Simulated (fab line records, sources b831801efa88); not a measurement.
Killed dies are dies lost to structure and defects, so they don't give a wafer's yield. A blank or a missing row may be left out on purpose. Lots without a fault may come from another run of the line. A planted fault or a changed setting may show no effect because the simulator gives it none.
fab line records | flow gf180mcu
record lots=24 wafers=72 last_day=34
route steps=602 shown M3@413 V3@452 M5@533 V5@555
lots that met no fault: from a run of the same line without faults
start_h: hours from the record's first day to the start of the lot's first wafer shown | wait_h: hours since the lot's step before | " the same as in the row above | L1.1+2: a row that stands for several wafers | - no value, or no start given | * or withheld: withheld | < > ~ a bound
route shown NAME@n: a module of which the file shows steps, and the number in the route of the first | usual: mean/standard deviation of fault-free wafers | same: alike in all rows | chamber/n: place in a boat | sites: the reading at each site | _std_site: their standard deviation | _edge_site: outer sites' mean less inner sites' | radius_mm: how far each site lies from the wafer's centre | mask NAME#n: copy n | behind: the tool/chamber that last shaped the wafer | hold: why the lot was held/for how many hours/how that ended | device: the transistor (n, p or np) that didn't switch | end of line: the same wafers' tests at the end of the route | a step without rows: its recipe alone | killed: dies lost to structure and defects at the first sort, not the wafer's yield | map: a wafer's dies, x killed, . not, _ none there
set.NAME: the setting as run; set.NAME@STEP: as run at that earlier step | model.NAME: the simulator's own value behind a step, which no gauge read
steps of the route over a sample of lots; a table a step, a row a wafer
services: from which hour (start_h, from the record's first day; less than 0 if before it) a tool's chamber was out of use, for how many hours, and why
## steps
# step GF_M3_SPUTTER_04
# recipe material=TiN target_thk_nm=50 power_w=6500 time_s=41.7 chamber_pressure_pa=0.4
# usual cathode_dc_power_W=6500.1/1.2 throttle_valve_pct=29.9/0.97
# same time_s=41.7
# columns lot.wafer tool chamber start_h wait_h cathode_dc_power_W throttle_valve_pct
L074.1 pvd_sputter-02 - 463.31 0.0 6500.9 30.4
L074.3 " - " " 6500.4 29.9
L074.5 " - " " 6499.1 30.0
L075.2 pvd_sputter-02 - 473.25 0.0 6500.1 30.1
L075.4 " - " " 6498.3 30.2
L075.5 " - " " 6501.0 29.9
L076.3 pvd_sputter-02 - 485.14 0.0 6499.0 30.2
L076.5 " - " " 6500.1 29.9
L076.6 " - " " 6499.4 29.9
L077.1 pvd_sputter-03 - 487.09 0.0 6500.1 31.4
L077.3 " - " " 6500.7 29.1
L077.5 " - " " 6501.1 28.3
L078.2 pvd_sputter-02 - 504.84 0.0 6500.1 29.9
L078.3 " - " " 6500.1 30.6
L078.6 " - " " 6501.5 30.2
L079.3 pvd_sputter-02 - 511.26 0.0 6500.7 30.3
L079.5 " - " " 6501.1 30.3
L079.6 " - " " 6499.8 29.5
L080.2 pvd_sputter-02 - 520.78 0.0 6501.2 30.2
L080.4 " - " " 6499.9 30.5
L080.5 " - " " 6501.9 29.6
L081.1 pvd_sputter-02 - 525.25 0.0 6500.0 29.6
L081.2 " - " " 6498.8 29.9
L081.4 " - " " 6501.1 30.4
L082.2 pvd_sputter-01 - 536.66 0.0 6499.3 30.5
L082.5 " - " " 6499.4 27.5
L082.6 " - " " 6500.4 30.5
L083.3 pvd_sputter-03 - 546.01 0.0 6501.9 31.1
L083.4 " - " " 6499.9 30.5
L083.6 " - " " 6500.5 30.8
L084.2 pvd_sputter-03 - 555.40 0.0 6500.2 31.3
L084.5 " - " " 6499.9 28.2
L084.6 " - " " 6500.2 31.2
L085.2 pvd_sputter-03 - 564.94 0.0 6501.0 31.1
L085.3 " - " " 6499.0 28.5
L085.6 " - " " 6500.0 28.4
L086.1 pvd_sputter-02 - 573.84 0.0 6500.7 30.0
L086.2 " - " " 6497.8 30.4
L086.5 " - " " 6499.4 30.5
L087.1 pvd_sputter-03 - 579.88 0.0 6499.1 28.7
L087.4 " - " " 6498.5 30.6
L087.5 " - " " 6500.5 30.4
L088.1 pvd_sputter-03 - 585.35 0.0 6499.8 30.8
L088.4 " - " " 6500.7 31.2
L088.5 " - " " 6500.1 29.0
L089.1 pvd_sputter-03 - 596.62 0.0 6500.3 30.7
L089.2 " - " " 6497.8 30.8
L089.5 " - " " 6499.6 28.3
L090.2 pvd_sputter-01 - 602.53 0.0 6499.8 28.7
L090.3 " - " " 6500.9 27.4
L090.6 " - " " 6498.1 30.6
L091.2 pvd_sputter-03 - 605.80 0.0 6501.8 28.8
L091.4 " - " " 6502.3 28.2
L091.5 " - " " 6501.0 28.9
L092.1 pvd_sputter-02 - 613.47 0.0 6501.5 30.6
L092.2 " - " " 6500.3 30.0
L092.3 " - " " 6498.9 30.3
L093.1 pvd_sputter-03 - 621.26 0.0 6501.4 29.1
L093.3 " - " " 6498.8 31.1
L093.6 " - " " 6500.2 28.1
L094.2 pvd_sputter-02 - 628.48 0.0 6498.9 30.5
L094.4 " - " " 6502.3 30.3
L094.5 " - " " 6501.1 30.4
L095.2 pvd_sputter-03 - 633.29 0.0 6499.2 28.8
L095.3 " - " " 6499.2 30.6
L095.4 " - " " 6499.6 28.8
L096.2 pvd_sputter-02 - 642.56 0.0 6499.9 29.8
L096.3 " - " " 6500.7 30.1
L096.4 " - " " 6501.2 30.2
L097.4 pvd_sputter-01 - 645.53 0.0 6500.4 31.2
L097.5 " - " " 6497.3 31.0
L097.6 " - " " 6499.4 30.7
# step GF_M3_THK_MEAS_06
# recipe thk_meas_gauge=xrf reads=AlCu_of_M3_SPUTTER_02
# usual M3_ALCU_THK=455/6.4
# columns lot.wafer tool chamber start_h wait_h M3_ALCU_THK[nm]
L074.1 film_metro-04 - 463.47 0.1 453
L074.3 " - " " 449
L074.5 " - " " 447
L075.2 film_metro-04 - 473.42 0.1 448
L075.4 " - " " 450
L075.5 " - " " 447
L076.3 film_metro-04 - 485.32 0.1 453
L076.5 " - " " 447
L076.6 " - " " 451
L077.1 film_metro-04 - 487.25 0.1 454
L077.3 " - " " 458
L077.5 " - " " 457
L078.2 film_metro-04 - 505.01 0.1 456
L078.3 " - " " 456
L078.6 " - " " 451
L079.3 film_metro-04 - 511.44 0.1 461
L079.5 " - " " 465
L079.6 " - " " 461
L080.2 film_metro-04 - 520.95 0.1 461
L080.4 " - " " 458
L080.5 " - " " 459
L081.1 film_metro-04 - 525.41 0.1 455
L081.2 " - " " 453
L081.4 " - " " 455
L082.2 film_metro-02 - 536.83 0.1 443
L082.5 " - " " 443
L082.6 " - " " 443
L083.3 film_metro-04 - 546.19 0.1 448
L083.4 " - " " 458
L083.6 " - " " 452
L084.2 film_metro-01 - 555.57 0.1 460
L084.5 " - " " 465
L084.6 " - " " 464
L085.2 film_metro-01 - 565.11 0.1 457
L085.3 " - " " 455
L085.6 " - " " 458
L086.1 film_metro-04 - 574.00 0.1 452
L086.2 " - " " 448
L086.5 " - " " 451
L087.1 film_metro-02 - 580.04 0.1 451
L087.4 " - " " 457
L087.5 " - " " 458
L088.1 film_metro-04 - 585.51 0.1 465
L088.4 " - " " 462
L088.5 " - " " 454
L089.1 film_metro-01 - 596.78 0.1 465
L089.2 " - " " 472
L089.5 " - " " 467
L090.2 film_metro-02 - 602.70 0.1 454
L090.3 " - " " 454
L090.6 " - " " 455
L091.2 film_metro-02 - 605.97 0.1 457
L091.4 " - " " 465
L091.5 " - " " 460
L092.1 film_metro-02 - 613.63 0.1 445
L092.2 " - " " 448
L092.3 " - " " 451
L093.1 film_metro-01 - 621.43 0.1 457
L093.3 " - " " 460
L093.6 " - " " 463
L094.2 film_metro-01 - 628.73 0.1 452
L094.4 " - " " 458
L094.5 " - " " 457
L095.2 film_metro-02 - 633.46 0.1 460
L095.3 " - " " 460
L095.4 " - " " 451
L096.2 film_metro-04 - 642.73 0.1 441
L096.3 " - " " 445
L096.4 " - " " 446
L097.4 film_metro-02 - 645.72 0.1 455
L097.5 " - " " 452
L097.6 " - " " 457
# step GF_V3_CVD_23
# recipe material=W target_thk_nm=350 time_s=104.9 temp_c=400 pressure_torr=40
# usual heater_power_w=878/110
# same time_s=104.9
# columns lot.wafer tool chamber start_h wait_h heater_power_w
L074.1 cvd_w-02 1 513.45 0.0 748
L074.3 " 0 " " 864
L074.5 " 1 " " 757
L075.2 cvd_w-02 1 522.08 0.0 760
L075.4 " 0 " " 865
L075.5 " 1 " " 765
L076.3 cvd_w-02 1 533.54 0.1 733
L076.5 " 1 " " 743
L076.6 " 0 " " 851
L077.1 cvd_w-02 1 536.40 0.0 763
L077.3 " 1 " " 762
L077.5 " 1 " " 737
L078.2 cvd_w-02 0 553.23 0.0 814
L078.3 " 0 " " 842
L078.6 " 1 " " 729
L079.3 cvd_w-01 0 559.35 0.1 1049
L079.5 " 1 " " 906
L079.6 " 0 " " 1055
L080.2 cvd_w-01 1 568.27 0.0 892
L080.4 " 0 " " 1023
L080.5 " 0 " " 1026
L081.1 cvd_w-02 1 572.35 0.0 752
L081.2 " 0 " " 848
L081.4 " 0 " " 824
L082.2 cvd_w-02 0 582.95 0.0 841
L082.5 " 0 " " 826
L082.6 " 1 " " 770
L083.3 cvd_w-01 1 591.94 0.1 878
L083.4 " 0 " " 1050
L083.6 " 0 " " 1050
L084.2 cvd_w-01 1 600.37 0.0 895
L084.5 " 0 " " 1051
L084.6 " 1 " " 883
L085.2 cvd_w-01 1 610.17 0.0 891
L085.3 " 0 " " 1046
L085.6 " 0 " " 1036
L086.1 cvd_w-01 0 618.03 0.0 1048
L086.2 " 1 " " 897
L086.5 " 1 " " 900
L087.1 cvd_w-02 1 624.03 0.0 747
L087.4 " 0 " " 849
L087.5 " 1 " " 740
L088.1 cvd_w-01 1 628.81 0.0 851
L088.4 " 0 " " 1031
L088.5 " 0 " " 1020
L089.1 cvd_w-01 1 638.95 0.0 864
L089.2 " 0 " " 1027
L089.5 " 0 " " 1061
L090.2 cvd_w-01 1 644.86 0.0 890
L090.3 " 1 " " 882
L090.6 " 1 " " 888
L091.2 cvd_w-01 1 648.71 0.0 891
L091.4 " 1 " " 863
L091.5 " 0 " " 1064
L092.1 cvd_w-01 1 654.87 0.0 859
L092.2 " 0 " " 1029
L092.3 " 0 " " 1049
L093.1 cvd_w-02 1 662.94 0.0 768
L093.3 " 1 " " 759
L093.6 " 1 " " 770
L094.2 cvd_w-02 1 670.20 0.1 763
L094.4 " 1 " " 741
L094.5 " 1 " " 758
L095.2 cvd_w-01 1 674.53 0.0 872
L095.3 " 1 " " 890
L095.4 " 0 " " 1039
L096.2 cvd_w-02 1 683.23 0.0 765
L096.3 " 1 " " 734
L096.4 " 0 " " 827
L097.4 cvd_w-02 0 686.40 0.1 832
L097.5 " 0 " " 851
L097.6 " 1 " " 776
# step GF_M5_CD_MEAS_07
# recipe target_cd_nm=280
# usual cd_nm=280.3/1.2
# columns lot.wafer tool chamber start_h wait_h cd_nm
L074.1 cd_sem-01 - 605.48 0.1 281.1
L074.3 " - " " 280.2
L074.5 " - " " 280.7
L075.2 cd_sem-02 - 613.89 0.1 277.7
L075.4 " - " " 277.8
L075.5 " - " " 279.2
L076.3 cd_sem-02 - 623.61 0.1 277.7
L076.5 " - " " 278.9
L076.6 " - " " 277.8
L077.1 cd_sem-01 - 625.77 0.1 280.9
L077.3 " - " " 281.1
L077.5 " - " " 282.1
L078.2 cd_sem-01 - 642.22 0.1 280.2
L078.3 " - " " 279.5
L078.6 " - " " 280.0
L079.3 cd_sem-01 - 646.56 0.1 279.5
L079.5 " - " " 279.8
L079.6 " - " " 279.4
L080.2 cd_sem-01 - 654.74 0.2 280.0
L080.4 " - " " 279.7
L080.5 " - " " 281.3
L081.1 cd_sem-01 - 658.07 0.1 282.3
L081.2 " - " " 279.9
L081.4 " - " " 281.5
L082.2 cd_sem-02 - 667.84 0.1 278.1
L082.5 " - " " 279.3
L082.6 " - " " 279.8
L083.3 cd_sem-02 - 675.64 0.1 280.1
L083.4 " - " " 279.2
L083.6 " - " " 277.7
L084.2 cd_sem-01 - 684.24 0.1 280.2
L084.5 " - " " 281.3
L084.6 " - " " 280.5
L085.2 cd_sem-02 - 691.88 0.1 281.5
L085.3 " - " " 281.8
L085.6 " - " " 281.5
L086.1 cd_sem-01 - 699.45 0.1 280.9
L086.2 " - " " 279.8
L086.5 " - " " 279.4
L087.1 cd_sem-01 - 705.50 0.1 281.1
L087.4 " - " " 280.1
L087.5 " - " " 279.7
L088.1 cd_sem-01 - 711.00 0.1 281.9
L088.4 " - " " 282.1
L088.5 " - " " 282.0
L089.1 cd_sem-01 - 719.66 0.1 281.8
L089.2 " - " " 281.4
L089.5 " - " " 281.7
L090.2 cd_sem-01 - 725.28 0.3 280.3
L090.3 " - " " 280.2
L090.6 " - " " 279.6
L091.2 cd_sem-02 - 728.02 0.1 279.0
L091.4 " - " " 280.2
L091.5 " - " " 279.0
L092.1 cd_sem-02 - 735.28 0.1 280.1
L092.2 " - " " 280.7
L092.3 " - " " 281.3
L093.1 cd_sem-01 - 738.63 0.1 279.7
L093.3 " - " " 279.5
L093.6 " - " " 279.8
L094.2 cd_sem-01 - 745.95 0.1 280.8
L094.4 " - " " 279.8
L094.5 " - " " 278.1
L095.2 cd_sem-01 - 750.03 0.1 280.9
L095.3 " - " " 281.2
L095.4 " - " " 282.0
L096.2 cd_sem-02 - 757.67 0.1 279.4
L096.3 " - " " 280.2
L096.4 " - " " 280.0
L097.4 cd_sem-02 - 761.74 0.1 280.3
L097.5 " - " " 279.0
L097.6 " - " " 278.7
# step GF_V5_OVL_MEAS_15
# usual V5_OVL=-2/5.2
# columns lot.wafer tool chamber start_h wait_h V5_OVL[nm]
L074.1 overlay-02 - 627.14 0.1 -8
L074.3 " - " " -9
L074.5 " - " " -4
L075.2 overlay-01 - 635.69 0.1 -12
L075.4 " - " " -9
L075.5 " - " " -8
L076.3 overlay-01 - 645.73 0.1 3
L076.5 " - " " -7
L076.6 " - " " 2
L077.1 overlay-01 - 646.89 0.1 -3
L077.3 " - " " 0
L077.5 " - " " 1
L078.2 overlay-02 - 662.95 0.1 -5
L078.3 " - " " -7
L078.6 " - " " -4
L079.3 overlay-02 - 667.60 0.1 0
L079.5 " - " " 2
L079.6 " - " " 1
L080.2 overlay-02 - 675.04 0.1 3
L080.4 " - " " -4
L080.5 " - " " -4
L081.1 overlay-02 - 678.54 0.1 0
L081.2 " - " " -5
L081.4 " - " " -2
L082.2 overlay-02 - 688.51 0.1 -13
L082.5 " - " " -6
L082.6 " - " " -11
L083.3 overlay-02 - 695.70 0.1 0
L083.4 " - " " 0
L083.6 " - " " 3
L084.2 overlay-01 - 704.44 0.1 2
L084.5 " - " " 12
L084.6 " - " " 2
L085.2 overlay-01 - 712.29 0.1 -4
L085.3 " - " " 4
L085.6 " - " " 0
L086.1 overlay-01 - 719.04 0.1 2
L086.2 " - " " -3
L086.5 " - " " 2
L087.1 overlay-01 - 724.68 0.1 -9
L087.4 " - " " -11
L087.5 " - " " -2
L088.1 overlay-01 - 729.50 0.1 -2
L088.4 " - " " 4
L088.5 " - " " 0
L089.1 overlay-02 - 738.23 0.1 -2
L089.2 " - " " 3
L089.5 " - " " 2
L090.2 overlay-01 - 744.19 0.1 -6
L090.3 " - " " 2
L090.6 " - " " -5
L091.2 overlay-02 - 747.50 0.1 1
L091.4 " - " " -2
L091.5 " - " " 1
L092.1 overlay-02 - 753.78 0.1 -7
L092.2 " - " " -5
L092.3 " - " " -11
L093.1 overlay-01 - 756.90 0.1 9
L093.3 " - " " 9
L093.6 " - " " -3
L094.2 overlay-01 - 764.55 0.1 2
L094.4 " - " " -5
L094.5 " - " " -5
L095.2 overlay-02 - 767.35 0.1 -3
L095.3 " - " " 3
L095.4 " - " " 0
L096.2 overlay-02 - 774.49 0.1 -4
L096.3 " - " " -8
L096.4 " - " " -8
L097.4 overlay-02 - 779.10 0.1 -4
L097.5 " - " " 2
L097.6 " - " " 0
# step GF_V5_RS_MEAS_24
# recipe thk_meas_gauge=four-point-probe reads=W_of_V5_CVD_23+TiN_of_V5_SPUTTER_22+Ti_of_V5_SPUTTER_21
# usual V5_W_RS=0.329/0.004
# columns lot.wafer tool chamber start_h wait_h V5_W_RS[ohm/sq]
L074.1 film_metro-02 - 628.08 0.1 0.333
L074.3 " - " " 0.333
L074.5 " - " " 0.330
L075.2 film_metro-02 - 636.65 0.1 0.334
L075.4 " - " " 0.325
L075.5 " - " " 0.338
L076.3 film_metro-04 - 646.70 0.1 0.332
L076.5 " - " " 0.332
L076.6 " - " " 0.339
L077.1 film_metro-04 - 647.83 0.1 0.328
L077.3 " - " " 0.330
L077.5 " - " " 0.326
L078.2 film_metro-04 - 663.90 0.1 0.335
L078.3 " - " " 0.330
L078.6 " - " " 0.330
L079.3 film_metro-04 - 668.58 0.1 0.328
L079.5 " - " " 0.327
L079.6 " - " " 0.328
L080.2 film_metro-03 - 676.00 0.1 0.330
L080.4 " - " " 0.331
L080.5 " - " " 0.330
L081.1 film_metro-04 - 679.57 0.1 0.334
L081.2 " - " " 0.328
L081.4 " - " " 0.333
L082.2 film_metro-04 - 689.80 0.1 0.332
L082.5 " - " " 0.329
L082.6 " - " " 0.327
L083.3 film_metro-04 - 696.77 0.2 0.325
L083.4 " - " " 0.326
L083.6 " - " " 0.324
L084.2 film_metro-03 - 705.39 0.1 0.326
L084.5 " - " " 0.323
L084.6 " - " " 0.335
L085.2 film_metro-04 - 713.24 0.1 0.332
L085.3 " - " " 0.332
L085.6 " - " " 0.334
L086.1 film_metro-02 - 719.98 0.1 0.326
L086.2 " - " " 0.319
L086.5 " - " " 0.324
L087.1 film_metro-02 - 725.70 0.2 0.334
L087.4 " - " " 0.323
L087.5 " - " " 0.335
L088.1 film_metro-04 - 730.85 0.1 0.329
L088.4 " - " " 0.328
L088.5 " - " " 0.329
L089.1 film_metro-02 - 739.17 0.1 0.324
L089.2 " - " " 0.330
L089.5 " - " " 0.324
L090.2 film_metro-04 - 745.14 0.1 0.327
L090.3 " - " " 0.327
L090.6 " - " " 0.327
L091.2 film_metro-04 - 748.46 0.1 0.334
L091.4 " - " " 0.330
L091.5 " - " " 0.328
L092.1 film_metro-03 - 754.72 0.1 0.334
L092.2 " - " " 0.327
L092.3 " - " " 0.334
L093.1 film_metro-04 - 757.84 0.1 0.325
L093.3 " - " " 0.323
L093.6 " - " " 0.322
L094.2 film_metro-04 - 765.54 0.1 0.326
L094.4 " - " " 0.327
L094.5 " - " " 0.327
L095.2 film_metro-04 - 768.30 0.1 0.333
L095.3 " - " " 0.334
L095.4 " - " " 0.327
L096.2 film_metro-04 - 775.50 0.1 0.326
L096.3 " - " " 0.323
L096.4 " - " " 0.328
L097.4 film_metro-04 - 780.14 0.1 0.329
L097.5 " - " " 0.335
L097.6 " - " " 0.329
## services
# columns tool chamber start_h hours kind
pvd_sputter-03 - 458.79 3.7 repair
pvd_sputter-03 - 460.62 4.5 repair
pvd_sputter-02 0 478.25 - consumable_replace:kit
pvd_sputter-02 0 478.25 18.0 scheduled_down
pvd_sputter-02 0 478.25 18.0 vent_cycle
cvd_w-01 - 514.31 0.6 repair
pvd_sputter-02 - 532.31 4.7 repair
cvd_w-01 - 536.11 1.2 repair
pvd_sputter-03 - 541.15 1.8 repair
cvd_w-01 1 549.05 6.4 repair
pvd_sputter-03 1 550.39 - consumable_replace:kit
pvd_sputter-03 1 550.39 18.0 scheduled_down
pvd_sputter-03 1 550.39 18.0 vent_cycle
cvd_w-02 1 556.51 6.4 repair
pvd_sputter-01 - 606.81 4.5 repair
pvd_sputter-02 3 610.98 - consumable_replace:kit
pvd_sputter-02 3 610.98 18.0 scheduled_down
pvd_sputter-02 3 610.98 18.0 vent_cycle
pvd_sputter-02 - 626.89 1.2 repair
pvd_sputter-01 - 631.56 5.4 repair
cvd_w-02 - 641.16 6.1 repair
pvd_sputter-03 - 656.19 1.0 repair
cvd_w-02 0 667.53 4.5 repair
## key
fault none
